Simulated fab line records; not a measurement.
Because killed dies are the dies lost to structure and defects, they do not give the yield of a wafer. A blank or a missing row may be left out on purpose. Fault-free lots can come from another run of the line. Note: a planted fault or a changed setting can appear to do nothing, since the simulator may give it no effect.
Which tool was responsible?    flow gf180mcu    39 wafers from 13 lots sampled at 5 of the route's 602 steps

== WHAT EACH GAUGE READ, for each wafer ==
GF_M4_THK_MEAS_06: measures by xrf.
lot   measured      on             M4_ALCU_THK (nm)
L415  day 22 04:50  film-metro-01  452 456 467
L416  day 22 10:59  film-metro-03  459 447 454
L417  day 22 23:16  film-metro-01  450 458 451
L418  day 23 08:49  film-metro-03  452 454 452
L419  day 23 19:22  film-metro-03  456 456 449
L420  day 23 20:35  film-metro-03  451 458 449
L422  day 24 11:58  film-metro-01  451 463 454
L423  day 24 18:10  film-metro-03  449 457 447
L430  day 27 19:58  film-metro-04  449 452 446
L432  day 28 22:32  film-metro-04  448 447 439
L435  day 29 15:26  film-metro-01  461 463 463
L438  day 30 02:48  film-metro-01  442 444 444
L436  day 30 03:12  film-metro-03  447 448 443

GF_M4_CD_MEAS_14: target cd 280 nm.
lot   measured      on         cd-nm (nm)
L415  day 23 02:50  cd-sem-02  279.8 280.7 281.3
L416  day 23 09:05  cd-sem-01  279.3 280.8 279.3
L417  day 23 22:01  cd-sem-02  279.1 277.0 278.3
L418  day 24 06:57  cd-sem-01  280.9 280.9 281.0
L419  day 24 17:34  cd-sem-02  280.1 281.0 280.9
L420  day 24 18:15  cd-sem-02  279.6 280.7 280.1
L422  day 25 09:28  cd-sem-02  280.6 280.3 279.5
L423  day 25 15:04  cd-sem-02  280.4 279.3 279.3
L430  day 28 15:35  cd-sem-02  278.5 268.6 279.1
L432  day 29 17:05  cd-sem-02  280.9 280.5 270.4
L435  day 30 09:41  cd-sem-02  279.1 279.1 279.6
L438  day 30 19:56  cd-sem-02  278.6 277.1 278.3
L436  day 30 20:23  cd-sem-01  279.4 280.1 280.2

GF_V4_CD_MEAS_14: target cd 260 nm.
lot   measured      on         cd-nm (nm)
L415  day 24 02:15  cd-sem-02  258.9 259.4 259.5
L416  day 24 09:14  cd-sem-02  258.8 258.7 258.2
L417  day 24 22:10  cd-sem-01  259.0 259.0 258.8
L418  day 25 06:16  cd-sem-01  260.7 260.3 260.0
L419  day 25 16:38  cd-sem-02  259.9 259.5 258.3
L420  day 25 17:36  cd-sem-01  260.3 259.0 260.2
L422  day 26 08:35  cd-sem-02  261.9 261.3 261.5
L423  day 26 13:53  cd-sem-02  262.7 263.1 263.3
L430  day 29 11:30  cd-sem-02  260.3 259.4 260.0
L432  day 30 12:55  cd-sem-02  260.3 259.2 260.4
L435  day 31 03:56  cd-sem-01  260.9 259.2 258.8
L438  day 31 14:46  cd-sem-01  261.3 261.1 261.3
L436  day 31 15:08  cd-sem-01  258.6 258.2 257.9

== WHICH TOOL RAN EACH LOT (tool, then ch and the chambers of the sampled wafers, then the start) ==
lot   GF_M4_SPUTTER_03              GF_M4_EXPOSE_11
L415  pvd-sputter-01, day 22 04:39  krf-scanner-01 ch 0, day 22 16:00
L416  pvd-sputter-01, day 22 10:48  krf-scanner-01 ch 0, day 22 22:04
L417  pvd-sputter-01, day 22 23:05  krf-scanner-02 ch 0, day 23 11:02
L418  pvd-sputter-04, day 23 08:37  krf-scanner-02 ch 0, day 23 19:57
L419  pvd-sputter-04, day 23 19:11  krf-scanner-02 ch 0, day 24 06:46
L420  pvd-sputter-01, day 23 20:24  krf-scanner-02 ch 0, day 24 07:32
L422  pvd-sputter-01, day 24 11:47  krf-scanner-01 ch 0, day 24 22:58
L423  pvd-sputter-03, day 24 17:59  krf-scanner-01 ch 0, day 25 04:52
L430  pvd-sputter-03, day 27 19:47  krf-scanner-02 ch 0, day 28 06:26
L432  pvd-sputter-03, day 28 22:21  krf-scanner-02 ch 0, day 29 07:31
L435  pvd-sputter-01, day 29 15:15  krf-scanner-01 ch 0, day 30 01:29
L438  pvd-sputter-03, day 30 02:37  krf-scanner-01 ch 0, day 30 11:20
L436  pvd-sputter-04, day 30 03:01  krf-scanner-01 ch 0, day 30 11:56
- GF_M4_SPUTTER_03: material Ti, target thk 10 nm, time 6.7 s.
- GF_M4_EXPOSE_11: exposes mask Metal4, target cd 280 nm.

== AS READ BY THE TOOLS THEMSELVES (means over the sampled wafers that have a number; for cases with no such wafer, the mark the record gives instead) ==
GF_M4_SPUTTER_03.
lot   tool            throttle-valve-pct (%)
L415  pvd-sputter-01  30.0
L416  pvd-sputter-01  30.2
L417  pvd-sputter-01  29.1
L418  pvd-sputter-04  30.5
L419  pvd-sputter-04  30.5
L420  pvd-sputter-01  29.3
L422  pvd-sputter-01  29.1
L423  pvd-sputter-03  30.2
L430  pvd-sputter-03  30.9
L432  pvd-sputter-03  30.7
L435  pvd-sputter-01  29.4
L438  pvd-sputter-03  31.2
L436  pvd-sputter-04  30.2

== THE ANSWER, worked out from the rows above alone ==
Rule: the lots themselves supply what counts as usual. The widest of any qualifying gaps counts: lots, ordered by their means at a reading, are off when they make up no more than a third of the lots, leave a main group of 4 or more, and stand apart from it by 3 or more times the standard deviation of that group's means. The tables above print the reading to a certain number of digits; a main group whose means all agree to those digits is not used. Also off: a lot with no number at a reading for which 4 or more lots have one. The other lots that the step has rows for count as sound. After the gauges, taken in route order, come the tools' own readings; for these a lot's mean is taken, as printed above. At the first step where some lot is off, the reading lying furthest off is the one used; lots without a number count as furthest.
No lot is off on any of the readings shown, so nothing can be concluded from this.

== WHAT HAD BEEN PUT IN BY THE SIMULATOR ==
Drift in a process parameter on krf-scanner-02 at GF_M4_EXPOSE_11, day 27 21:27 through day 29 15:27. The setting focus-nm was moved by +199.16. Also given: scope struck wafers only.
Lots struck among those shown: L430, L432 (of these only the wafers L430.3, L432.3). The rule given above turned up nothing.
